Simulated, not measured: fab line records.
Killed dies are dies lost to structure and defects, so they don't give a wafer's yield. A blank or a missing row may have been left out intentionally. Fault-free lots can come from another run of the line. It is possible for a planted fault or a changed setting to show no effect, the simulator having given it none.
fab line records    flow gf180mcu
record: lots: 14  wafers: 42  lastDay: 34
route steps=602 shown MVPSD@85 POLY_GATE@164 HV_LDD@228
lots that met no fault: taken from a fault-free run of the same line
startH: the number of hours between the record's first day and the start of the first shown wafer of the lot    waitH: hours since the lot's step before    " the same as in the row above    L1.1+2: one row covering several wafers at once    - no value, or no start was given    * or withheld: withheld    < > ~ a bound
route shown NAME@n: names a module that has steps shown in the file, with the first one's number in the route    usual: average and standard deviation across the fault-free wafers    same: alike in all rows    chamber/n: place in a boat    sites: readings site by site    _std_site: standard deviation across them    _edge_site: outer sites' mean less inner sites'    radiusMm: how far each site lies from the wafer's centre    mask NAME#n: copy n    behind: the last tool/chamber to shape the wafer    hold: reason for holding the lot/hours on hold/outcome of the hold    device: whichever transistor did not switch (one of n, p or np)    end of line: at the end of the route, the tests of the same wafers    a step with no rows: only its recipe    killed: count of dies lost to structure and defects at first sort (not the wafer's yield)    map: the dies of a wafer, with x for killed, . for not killed, _ for no die there
set.NAME: the setting the step ran with; set.NAME@STEP: the setting that earlier step ran with    model.NAME: the simulator's own value behind a step, which no gauge read
route steps across a sampled set of lots; one table per step, one row per wafer
services: a tool's chamber out of use, with start hour (startH, from the record's first day; less than 0 if before it), hours out, and reason
== steps ==
step: GF_MVPSD_OVL_MEAS_07
usual: MVPSD_OVL: -0.4/1.5
lot.wafer  tool        chamber  startH  waitH  MVPSD_OVL[nm]
L238.1     overlay-01  -        99.20   -      0.4
L238.3     "           -        "       "      -0.3
L238.5     "           -        "       "      -1.0
L240.2     overlay-01  -        109.27  -      0.3
L240.3     "           -        "       "      -1.0
L240.6     "           -        "       "      -2.5
L241.1     overlay-01  -        116.98  -      -0.9
L241.2     "           -        "       "      0.7
L241.3     "           -        "       "      -2.1
L243.1     overlay-02  -        126.88  -      1.0
L243.3     "           -        "       "      0.3
L243.4     "           -        "       "      0.3
L246.3     overlay-01  -        143.67  -      -0.1
L246.4     "           -        "       "      -2.1
L246.5     "           -        "       "      0.2
L250.4     overlay-02  -        168.70  -      1.9
L250.5     "           -        "       "      4.0
L250.6     "           -        "       "      2.3
L251.1     overlay-02  -        172.58  -      1.9
L251.3     "           -        "       "      1.2
L251.4     "           -        "       "      0.9
L254.2     overlay-02  -        188.99  -      0.3
L254.4     "           -        "       "      -1.5
L254.5     "           -        "       "      -2.1
L255.3     overlay-01  -        196.44  -      -2.6
L255.4     "           -        "       "      -0.9
L255.6     "           -        "       "      -3.1
L256.2     overlay-01  -        202.99  -      -0.9
L256.3     "           -        "       "      1.4
L256.6     "           -        "       "      0.0
L257.4     overlay-01  -        209.52  -      -2.0
L257.5     "           -        "       "      -0.9
L257.6     "           -        "       "      0.5
L258.1     overlay-02  -        215.18  -      -0.2
L258.2     "           -        "       "      -1.1
L258.5     "           -        "       "      -2.3
L259.3     overlay-02  -        220.61  -      -3.2
L259.5     "           -        "       "      -1.2
L259.6     "           -        "       "      -1.8
L260.2     overlay-01  -        227.56  -      1.3
L260.3     "           -        "       "      1.9
L260.4     "           -        "       "      0.4
step: GF_POLY_GATE_EXPOSE_07
recipe: maskId: Poly2  targetCdNm: 280  na: 0.68  sourceShape: conventional  sigmaOuter: 0.6  doseMj: 28
usual: exposureDoseMJCm2: 27.975/0.029  focusOffsetNm: 0.0/0.52
lot.wafer  tool           chamber  startH  waitH  mask     exposureDoseMJCm2  focusOffsetNm
L238.1     krfScanner-01  0        193.29  -      Poly2#0  27.963             -0.1
L238.3     "              0        "       "      Poly2#0  27.962             0.1
L238.5     "              0        "       "      Poly2#0  27.978             -0.5
L240.2     krfScanner-01  0        204.31  -      Poly2#0  27.981             0.5
L240.3     "              0        "       "      Poly2#0  27.963             0.0
L240.6     "              0        "       "      Poly2#0  27.956             0.7
L241.1     krfScanner-02  0        213.09  -      Poly2#0  27.995             0.9
L241.2     "              0        "       "      Poly2#0  27.980             0.8
L241.3     "              0        "       "      Poly2#0  27.993             0.0
L243.1     krfScanner-02  0        221.22  -      Poly2#0  27.971             0.4
L243.3     "              0        "       "      Poly2#0  27.951             0.5
L243.4     "              0        "       "      Poly2#0  27.953             -0.5
L246.3     krfScanner-02  0        244.76  -      Poly2#0  28.025             -0.3
L246.4     "              0        "       "      Poly2#0  27.996             -1.0
L246.5     "              0        "       "      Poly2#0  28.021             0.0
L250.4     krfScanner-02  -        272.54  -      Poly2#0  -                  -
L250.5     "              -        "       "      Poly2#0  -                  -
L250.6     "              -        "       "      Poly2#0  -                  -
L251.1     krfScanner-02  -        279.61  -      Poly2#0  -                  -
L251.3     "              -        "       "      Poly2#0  -                  -
L251.4     "              -        "       "      Poly2#0  -                  -
L254.2     krfScanner-02  0        297.29  -      Poly2#0  27.995             0.6
L254.4     "              0        "       "      Poly2#0  27.986             0.4
L254.5     "              0        "       "      Poly2#0  27.997             -0.1
L255.3     krfScanner-02  0        303.07  -      Poly2#0  27.945             0.8
L255.4     "              0        "       "      Poly2#0  27.933             -0.4
L255.6     "              0        "       "      Poly2#0  27.959             -0.1
L256.2     krfScanner-02  0        313.56  -      Poly2#0  28.010             0.4
L256.3     "              0        "       "      Poly2#0  27.968             -0.2
L256.6     "              0        "       "      Poly2#0  27.966             0.3
L257.4     krfScanner-02  0        321.94  -      Poly2#0  27.945             -0.5
L257.5     "              0        "       "      Poly2#0  27.937             -0.2
L257.6     "              0        "       "      Poly2#0  27.958             0.5
L258.1     krfScanner-02  0        327.24  -      Poly2#0  28.006             -0.5
L258.2     "              0        "       "      Poly2#0  27.952             -1.4
L258.5     "              0        "       "      Poly2#0  27.960             -0.1
L259.3     krfScanner-02  0        333.77  -      Poly2#0  28.028             0.1
L259.5     "              0        "       "      Poly2#0  27.983             0.6
L259.6     "              0        "       "      Poly2#0  27.988             0.4
L260.2     krfScanner-02  0        342.30  -      Poly2#0  27.969             -0.7
L260.3     "              0        "       "      Poly2#0  27.984             -0.9
L260.4     "              0        "       "      Poly2#0  27.991             -0.4
step: GF_POLY_GATE_CD_MEAS_18
usual: cdNm: 279.9/1.6
lot.wafer  tool      chamber  startH  waitH  cdNm
L238.1     cdSem-02  -        204.04  0.1    283.5
L238.3     "         -        "       "      280.7
L238.5     "         -        "       "      282.8
L240.2     cdSem-02  -        214.20  0.1    280.3
L240.3     "         -        "       "      279.1
L240.6     "         -        "       "      280.7
L241.1     cdSem-02  -        223.55  0.1    278.1
L241.2     "         -        "       "      279.5
L241.3     "         -        "       "      279.5
L243.1     cdSem-01  -        231.40  0.1    278.5
L243.3     "         -        "       "      278.8
L243.4     "         -        "       "      278.4
L246.3     cdSem-01  -        255.89  0.1    280.7
L246.4     "         -        "       "      279.5
L246.5     "         -        "       "      278.0
L250.4     cdSem-01  -        283.47  0.1    -
L250.5     "         -        "       "      -
L250.6     "         -        "       "      -
L251.1     cdSem-01  -        290.98  0.1    -
L251.3     "         -        "       "      -
L251.4     "         -        "       "      -
L254.2     cdSem-02  -        309.46  0.1    281.4
L254.4     "         -        "       "      281.8
L254.5     "         -        "       "      280.0
L255.3     cdSem-01  -        315.64  0.1    278.7
L255.4     "         -        "       "      282.5
L255.6     "         -        "       "      280.6
L256.2     cdSem-01  -        325.35  0.1    278.5
L256.3     "         -        "       "      281.1
L256.6     "         -        "       "      279.3
L257.4     cdSem-01  -        333.94  0.1    282.8
L257.5     "         -        "       "      280.8
L257.6     "         -        "       "      283.0
L258.1     cdSem-02  -        339.78  0.1    279.9
L258.2     "         -        "       "      278.4
L258.5     "         -        "       "      279.6
L259.3     cdSem-02  -        346.09  0.1    282.3
L259.5     "         -        "       "      281.8
L259.6     "         -        "       "      279.9
L260.2     cdSem-01  -        354.83  0.1    280.3
L260.3     "         -        "       "      281.4
L260.4     "         -        "       "      278.4
step: GF_HV_LDD_RTA_52
recipe: tempC: 1000  timeS: 10  ambient: N2
usual: lampPowerPct: 26.8/2  wafer_temp_C_max: 1004.1/0.9
lot.wafer  tool          chamber  startH  waitH  lampPowerPct  wafer_temp_C_max
L238.1     rtpAnneal-01  0        277.53  0.0    25.0          1004.8
L238.3     "             0        "       "      25.0          1004.9
L238.5     "             0        "       "      25.1          1003.2
L240.2     rtpAnneal-01  0        289.54  0.0    25.0          1004.8
L240.3     "             0        "       "      25.0          1004.0
L240.6     "             0        "       "      25.0          1003.7
L241.1     rtpAnneal-02  0        301.18  0.0    28.9          1004.3
L241.2     "             0        "       "      29.0          1003.8
L241.3     "             0        "       "      28.9          1004.5
L243.1     rtpAnneal-01  0        309.00  0.0    25.0          1005.4
L243.3     "             0        "       "      25.0          1005.4
L243.4     "             0        "       "      25.0          1004.3
L246.3     rtpAnneal-02  0        338.07  0.0    28.9          1003.9
L246.4     "             0        "       "      29.0          1003.0
L246.5     "             0        "       "      28.9          1004.6
L254.2     rtpAnneal-01  0        400.11  0.0    25.0          1005.9
L254.4     "             0        "       "      25.0          1003.7
L254.5     "             0        "       "      25.0          1004.2
L255.3     rtpAnneal-02  0        405.97  0.0    29.0          1003.8
L255.4     "             0        "       "      29.0          1004.2
L255.6     "             0        "       "      28.9          1004.2
L256.2     rtpAnneal-02  0        418.53  0.0    28.9          1004.1
L256.3     "             0        "       "      28.9          1005.1
L256.6     "             0        "       "      28.9          1004.3
L257.4     rtpAnneal-02  0        426.76  0.0    28.9          1004.8
L257.5     "             0        "       "      29.0          1004.7
L257.6     "             0        "       "      29.0          1003.4
L258.1     rtpAnneal-01  0        432.69  0.0    25.0          1004.6
L258.2     "             0        "       "      25.0          1004.8
L258.5     "             0        "       "      25.0          1004.8
L259.3     rtpAnneal-02  0        439.64  0.0    28.9          1002.2
L259.5     "             0        "       "      29.0          1003.6
L259.6     "             0        "       "      29.0          1003.3
L260.2     rtpAnneal-02  0        450.25  0.0    28.9          1003.0
L260.3     "             0        "       "      28.9          1002.6
L260.4     "             0        "       "      29.0          1003.7
== services ==
tool           chamber  startH  hours  kind
krfScanner-02  -        172.18  1.3    pm
krfScanner-01  -        173.48  4.4    pm
krfScanner-02  -        210.98  0.3    repair
krfScanner-02  -        214.52  1.0    pm
krfScanner-01  -        238.40  4.0    pm
krfScanner-01  -        249.13  0.8    pm
krfScanner-01  -        263.46  0.4    repair
krfScanner-02  -        265.43  0.2    repair
krfScanner-02  -        287.56  1.0    repair
krfScanner-01  -        293.61  1.0    pm
krfScanner-01  -        294.61  1.3    pm
krfScanner-02  -        298.06  0.8    pm
krfScanner-02  -        299.17  1.5    repair
krfScanner-02  -        303.92  4.4    pm
krfScanner-01  -        308.29  3.6    pm
krfScanner-01  -        312.03  36.0   pm
krfScanner-02  -        348.03  1.3    pm
krfScanner-02  -        383.52  1.0    pm
krfScanner-01  -        394.00  0.8    pm
krfScanner-01  -        404.92  0.3    repair
krfScanner-01  -        417.93  0.8    pm
krfScanner-02  -        424.54  0.3    repair
krfScanner-01  -        437.62  0.4    repair
krfScanner-02  -        446.07  4.4    pm
== key ==
firstSign: step: GF_POLY_GATE_EXPOSE_07  reading: toolRecord  direction: missing
effect none on later readings
metAt GF_POLY_GATE_EXPOSE_07
struckLots L250,L251
laterRowsLeftOut L250.4,L250.5,L250.6,L251.1,L251.3,L251.4
sortLeftOut L250.4,L250.5,L250.6,L251.1,L251.3,L251.4
testerLeftOut L250,L251
notActingAt GF_MVPSD_OVL_MEAS_07,GF_POLY_GATE_CD_MEAS_18,GF_HV_LDD_RTA_52
onsetBetween 244.76 272.54
fault: kind: skippedStepWhole  tool: krfScanner-02  chamber: -  onsetH: 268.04  steps: GF_POLY_GATE_EXPOSE_07  scope: struckLotsOnly
testerLeftOut: of these lots the tester's yield and bins aren't shown, on N5 and GAA mostly nor the transistor test; their killed dies are dies lost to structure and defects alone, not to doping, threshold or leakage, so they don't give the yield
sortLeftOut: the simulated sort isn't trusted on such a fault, so these wafers' sort isn't shown, and their yield isn't known
laterRowsLeftOut: the simulator's readings of these wafers behind a module that went badly wrong aren't trusted and aren't shown, but for the sort
